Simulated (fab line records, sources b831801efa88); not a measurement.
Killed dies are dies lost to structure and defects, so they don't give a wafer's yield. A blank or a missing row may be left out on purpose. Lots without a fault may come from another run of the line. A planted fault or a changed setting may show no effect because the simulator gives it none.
fab line records | flow sky130
record lots=14 wafers=42 last_day=50
route steps=708 shown LOCAL_INTERCONNECT@405 VIA4@641 PASSIVATION@681 PAD_OPEN@708
lots that met no fault: from a run of the same line without faults
start_h: hours from the record's first day to the start of the lot's first wafer shown | wait_h: hours since the lot's step before | " the same as in the row above | L1.1+2: a row that stands for several wafers | - no value, or no start given | * or withheld: withheld | < > ~ a bound
route shown NAME@n: a module of which the file shows steps, and the number in the route of the first | usual: mean/standard deviation of fault-free wafers | same: alike in all rows | chamber/n: place in a boat | sites: the reading at each site | _std_site: their standard deviation | _edge_site: outer sites' mean less inner sites' | radius_mm: how far each site lies from the wafer's centre | mask NAME#n: copy n | behind: the tool/chamber that last shaped the wafer | hold: why the lot was held/for how many hours/how that ended | device: the transistor (n, p or np) that didn't switch | end of line: the same wafers' tests at the end of the route | a step without rows: its recipe alone | killed: dies lost to structure and defects at the first sort, not the wafer's yield | map: a wafer's dies, x killed, . not, _ none there
set.NAME: the setting as run; set.NAME@STEP: as run at that earlier step | model.NAME: the simulator's own value behind a step, which no gauge read
steps of the route over a sample of lots; a table a step, a row a wafer
services: from which hour (start_h, from the record's first day; less than 0 if before it) a tool's chamber was out of use, for how many hours, and why
## steps
# step SKY_LOCAL_INTERCONNECT_CLEAN_18
# recipe chemistry=O3/DIW dry=n2_spin
# columns lot.wafer tool chamber start_h wait_h
L420.1+2+4 wet_bench-01 1 708.71 0.0
L421.2+3+4 wet_bench-01 1 712.66 0.0
L423.1+3+6 wet_bench-04 0 750.38 0.0
L424.1+5+6 wet_bench-02 1 759.12 0.0
L427.2+4+6 wet_bench-02 1 777.11 0.0
L428.4+5+6 wet_bench-01 1 793.50 0.0
L430.1+4+6 wet_bench-04 3 797.82 0.0
L429.1+2+5 wet_bench-01 3 802.41 0.0
L433.2+3+6 wet_bench-04 2 829.97 0.0
L434.1+2+4 wet_bench-02 1 832.56 0.0
L437.1+4+5 wet_bench-04 3 843.47 0.0
L439.1+2+6 wet_bench-02 3 859.80 0.0
L441.1+3+6 wet_bench-02 0 879.88 0.0
L442.1+5+6 wet_bench-01 3 880.12 0.0
# step SKY_VIA4_CMP_02
# recipe material=SiO2 down_force_psi=4 platen_rpm=60 pad_velocity_m_s=0.94248
# usual motor_current_A=11.5/0.72
# columns lot.wafer tool chamber start_h wait_h motor_current_A
L420.4 cmp-01 2 981.06 0.0 11.5
L420.2 " 0 " " 13.6
L420.1 " 1 " " 11.7
L421.2 cmp-02 1 986.35 0.0 11.7
L421.4 " 3 " " 11.2
L421.3 " 0 " " 12.2
L423.3 cmp-02 1 1019.94 0.0 11.6
L423.1 " 0 " " 11.8
L423.6 " 2 " " 11.8
L424.1 cmp-02 0 1026.29 0.1 12.0
L424.5 " 0 " " 11.4
L424.6 " 1 " " 11.6
L427.4 cmp-01 3 1038.28 0.1 9.2
L427.2 " 0 " " 13.0
L427.6 " 2 " " 11.5
L428.4 cmp-02 1 1056.11 0.1 11.5
L428.6 " 0 " " 11.6
L428.5 " 1 " " 11.4
L430.1 cmp-02 3 1058.06 0.1 11.2
L430.4 " 1 " " 11.7
L430.6 " 0 " " 11.9
L429.2 cmp-02 1 1060.35 0.1 11.5
L429.1 " 2 " " 11.6
L429.5 " 0 " " 11.9
L433.2 cmp-02 1 1082.57 0.1 11.5
L433.3 " 2 " " 11.5
L433.6 " 3 " " 10.4
L434.1 cmp-02 1 1085.77 0.1 12.0
L434.2 " 3 " " 11.3
L434.4 " 0 " " 12.5
L437.4 cmp-02 0 1094.86 0.0 12.0
L437.1 " 3 " " 10.9
L437.5 " 1 " " 11.5
L439.2 cmp-02 0 1105.81 0.1 12.2
L439.1 " 1 " " 12.1
L439.6 " 3 " " 11.0
L441.3 cmp-02 2 1123.07 0.1 11.6
L441.1 " 3 " " 11.3
L441.6 " 1 " " 11.2
L442.1 cmp-02 2 1124.17 0.2 11.4
L442.6 " 3 " " 10.7
L442.5 " 0 " " 12.1
# step SKY_VIA4_ETCH_12
# recipe target=SiO2 chemistry=C4F8/O2/Ar stop_on=TiN mask_material=NOVOLAK source_w=1500 bias_w=1200 pressure_mtorr=40 c4f8_flow_sccm=withheld O2_flow_sccm=6 Ar_flow_sccm=300 time_s=withheld target_depth_a=5800
# usual chamber_pressure_mTorr=40.00/0.035 oes_product_au=0.926/0.0044
# columns lot.wafer tool chamber start_h wait_h chamber_pressure_mTorr oes_product_au
L420.1 rie_diel-02 1 1004.08 0.0 40.01 0.927
L420.2 " 0 " " 39.95 0.920
L420.4 " 2 " " 39.99 0.921
L421.2 rie_diel-01 1 1009.00 0.0 40.01 0.929
L421.3 " 3 " " 40.03 0.917
L421.4 " 0 " " 39.99 0.933
L423.1 rie_diel-01 1 1041.95 0.0 40.06 0.926
L423.3 " 0 " " 40.03 0.920
L423.6 " 0 " " 39.96 0.922
L424.1 rie_diel-02 2 1048.77 0.0 39.96 0.922
L424.5 " 1 " " 39.96 0.917
L424.6 " 0 " " 39.96 0.925
L427.2 rie_diel-04 0 1059.77 0.0 39.99 0.929
L427.4 " 1 " " 39.99 0.923
L427.6 " 0 " " 40.05 0.921
L428.4 rie_diel-04 0 1077.42 0.0 40.11 0.929
L428.5 " 1 " " 40.03 0.928
L428.6 " 0 " " 40.01 0.938
L430.1 rie_diel-04 0 1078.88 0.0 40.01 0.937
L430.4 " 1 " " 40.04 0.930
L430.6 " 3 " " 40.03 0.934
L429.1 rie_diel-02 2 1080.85 0.0 39.93 0.921
L429.2 " 0 " " 39.99 0.925
L429.5 " 1 " " 39.92 0.930
L433.2 rie_diel-01 2 1102.97 0.0 40.05 0.921
L433.3 " 0 " " 40.02 0.926
L433.6 " 1 " " 39.99 0.926
L434.1 rie_diel-04 2 1106.14 0.0 40.00 0.929
L434.2 " 3 " " 39.99 0.931
L434.4 " 1 " " 39.99 0.927
L437.1 rie_diel-02 2 1115.74 0.0 40.03 0.924
L437.4 " 0 " " 40.01 0.931
L437.5 " 2 " " 40.00 0.928
L439.1 rie_diel-02 2 1125.29 0.0 39.93 0.935
L439.2 " 1 " " 40.05 0.932
L439.6 " 2 " " 40.08 0.919
L441.1 rie_diel-01 2 1142.92 0.0 40.08 0.922
L441.3 " 1 " " 40.03 0.923
L441.6 " 2 " " 40.03 0.922
L442.1 rie_diel-02 2 1143.75 0.0 39.95 0.926
L442.5 " 3 " " 40.00 0.918
L442.6 " 2 " " 40.02 0.921
# step SKY_PASSIVATION_CVD_00
# recipe material=SiO2 target_thk_nm=90 temp_c=400 time_s=withheld rf_w=600
# usual heater_power_w=691/86 susceptor_temp_C=399.98/0.23
# columns lot.wafer tool chamber start_h wait_h heater_power_w susceptor_temp_C
L420.1 pecvd-03 0 1029.06 0.0 646 399.96
L420.2 " 2 " " 794 399.95
L420.4 " 2 " " 784 399.87
L421.2 pecvd-03 0 1033.54 0.0 540 400.26
L421.3 " 0 " " 544 400.07
L421.4 " 2 " " 697 399.69
L423.1 pecvd-03 0 1066.03 0.0 633 400.25
L423.3 " 1 " " 698 400.23
L423.6 " 1 " " 687 400.31
L424.1 pecvd-04 2 1072.96 0.0 633 399.49
L424.5 " 1 " " 762 399.81
L424.6 " 2 " " 654 400.22
L427.2 pecvd-02 1 1083.36 0.0 849 399.98
L427.4 " 2 " " 481 400.37
L427.6 " 0 " " 645 399.70
L428.4 pecvd-02 1 1100.50 0.0 862 399.55
L428.5 " 2 " " 511 400.05
L428.6 " 0 " " 674 400.18
L430.1 pecvd-03 0 1102.10 0.0 659 399.67
L430.4 " 1 " " 735 399.56
L430.6 " 0 " " 673 399.94
L429.1 pecvd-02 1 1103.68 0.0 780 399.50
L429.2 " 0 " " 647 399.81
L429.5 " 2 " " 564 400.15
L433.2 pecvd-03 2 1125.35 0.0 761 399.99
L433.3 " 0 " " 596 400.37
L433.6 " 1 " " 675 400.30
L434.1 pecvd-04 1 1128.90 0.0 773 399.63
L434.2 " 0 " " 764 400.14
L434.4 " 1 " " 778 400.03
L437.1 pecvd-04 1 1137.51 0.0 788 400.43
L437.4 " 0 " " 751 399.61
L437.5 " 1 " " 638 400.06
L439.1 pecvd-04 0 1146.41 0.0 637 399.98
L439.2 " 2 " " 637 399.84
L439.6 " 0 " " 629 399.53
L441.1 pecvd-02 0 1163.55 0.0 638 400.07
L441.3 " 2 " " 476 400.14
L441.6 " 2 " " 486 399.66
L442.1 pecvd-04 2 1163.96 0.0 692 400.18
L442.5 " 2 " " 707 399.95
L442.6 " 1 " " 701 399.62
# step SKY_PAD_OPEN_PROBE_99
# usual killed_at_M0_to_M3=43/6.9 killed_at_M4_up=3.0/1.8 killed_at_contacts=24/4.8 killed_at_front_end=15/4.5 killed_at_other=0.4/0.67 killed_dies=86/9.2 killed_open=46/6.9 killed_short=39/6
# same gross_dies=492 killed_at_back_side=0
# columns lot.wafer tool chamber start_h wait_h killed_at_M0_to_M3 killed_at_M4_up killed_at_contacts killed_at_front_end killed_at_other killed_dies killed_open killed_short
L433.2 prober-01 - 1165.82 0.1 35 7 78 19 1 140 56 33
L433.3 prober-01 - 1165.87 0.2 42 6 68 18 0 134 44 46
L433.6 prober-01 - 1166.02 0.2 48 1 61 18 1 129 43 46
L437.1 prober-02 - 1176.96 0.1 39 2 79 15 0 135 41 33
L437.4 prober-02 - 1177.11 0.2 41 2 78 11 0 132 44 31
L437.5 prober-02 - 1177.16 0.2 46 2 77 12 0 137 38 40
# killed by level:class
L433.2 LOCAL_INTERCONNECT:unspecified=51 CONTACT:geometric_particle:open=10 VIA1:geometric_particle:open=9 VIA3:geometric_particle:open=8 LI_CONTACT:geometric_particle:open=6 VIA2:geometric_particle:open=6 METAL4:geometric_particle:short=5 SPACER:geometric_particle:open=4
L433.3 LOCAL_INTERCONNECT:unspecified=44 VIA1:geometric_particle:open=12 LOCAL_INTERCONNECT:geometric_particle:short=7 LI_CONTACT:geometric_particle:short=6 SPACER:geometric_particle:open=6 VIA1:geometric_particle:short=6 VIA3:geometric_particle:short=6 VIA3:geometric_particle:open=5
L433.6 LOCAL_INTERCONNECT:unspecified=40 VIA1:geometric_particle:open=13 VIA3:geometric_particle:open=8 LOCAL_INTERCONNECT:geometric_particle:short=7 VIA1:geometric_particle:short=7 METAL2:geometric_particle:short=7 FIELD_ISO:geometric_particle:short=6 CONTACT:geometric_particle:open=5
L437.1 LOCAL_INTERCONNECT:unspecified=61 VIA1:geometric_particle:open=12 VIA2:geometric_particle:open=8 FIELD_ISO:geometric_particle:short=5 CONTACT:geometric_particle:short=5 FIELD_ISO:geometric_particle:open=4 LOCAL_INTERCONNECT:geometric_particle:short=4 CONTACT:geometric_particle:open=4
L437.4 LOCAL_INTERCONNECT:unspecified=57 VIA2:geometric_particle:open=12 CONTACT:geometric_particle:open=7 VIA2:geometric_particle:short=7 VIA3:geometric_particle:open=7 LI_CONTACT:geometric_particle:open=6 FIELD_ISO:geometric_particle:open=4 POLY_GATE:geometric_particle:short=4
L437.5 LOCAL_INTERCONNECT:unspecified=59 VIA1:geometric_particle:open=9 VIA2:geometric_particle:open=8 METAL3:geometric_particle:short=8 CONTACT:geometric_particle:open=7 METAL1:geometric_particle:short=6 LI_CONTACT:geometric_particle:open=5 VIA1:geometric_particle:short=5
## services
# columns tool chamber start_h hours kind
pecvd-04 - 687.29 1.9 repair
pecvd-03 - 710.58 0.7 repair
cmp-02 - 774.40 2.1 repair
cmp-02 - 797.25 0.5 repair
rie_diel-02 2 801.45 6.5 repair
rie_diel-02 3 803.90 3.2 repair
pecvd-03 0 804.83 9.1 repair
rie_diel-02 - 854.07 0.7 repair
cmp-02 - 862.36 2.9 pm
cmp-02 - 866.93 4.5 pm
pecvd-04 0 886.14 3.6 repair
rie_diel-02 1 907.00 5.2 repair
cmp-02 - 912.00 4.0 pm
cmp-02 - 924.68 0.9 repair
pecvd-04 1 931.73 9.2 repair
cmp-02 - 943.38 2.7 repair
rie_diel-02 3 943.89 4.0 repair
wet_bench-02 - 954.45 1.9 pm
cmp-02 - 978.58 4.5 repair
cmp-02 - 999.97 1.1 repair
pecvd-03 - 1052.57 0.2 repair
wet_bench-02 - 1074.00 7.4 repair
pecvd-04 2 1109.45 5.6 repair
cmp-02 - 1161.54 0.9 repair
## key
first_sign step=SKY_PAD_OPEN_PROBE_99 reading=killed_at_contacts direction=up sigmas=10 usual=24 struck=74
effect step=SKY_PAD_OPEN_PROBE_99 reading=killed_dies direction=up sigmas=5.3 usual=86 struck=134
met_at SKY_LOCAL_INTERCONNECT_CLEAN_18
struck_lots L433,L437
tester_left_out L433,L437
not_acting_at SKY_VIA4_CMP_02,SKY_VIA4_ETCH_12,SKY_PASSIVATION_CVD_00
onset_between 797.82 829.97
fault kind=chamber_particle_source tool=wet_bench-04 chamber=- onset_h=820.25 steps=SKY_LOCAL_INTERCONNECT_CLEAN_18 rate_per_visit_cm2=1.2897 end_h=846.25
# tester_left_out: of these lots the tester's yield and bins aren't shown, on N5 and GAA mostly nor the transistor test; their killed dies are dies lost to structure and defects alone, not to doping, threshold or leakage, so they don't give the yield
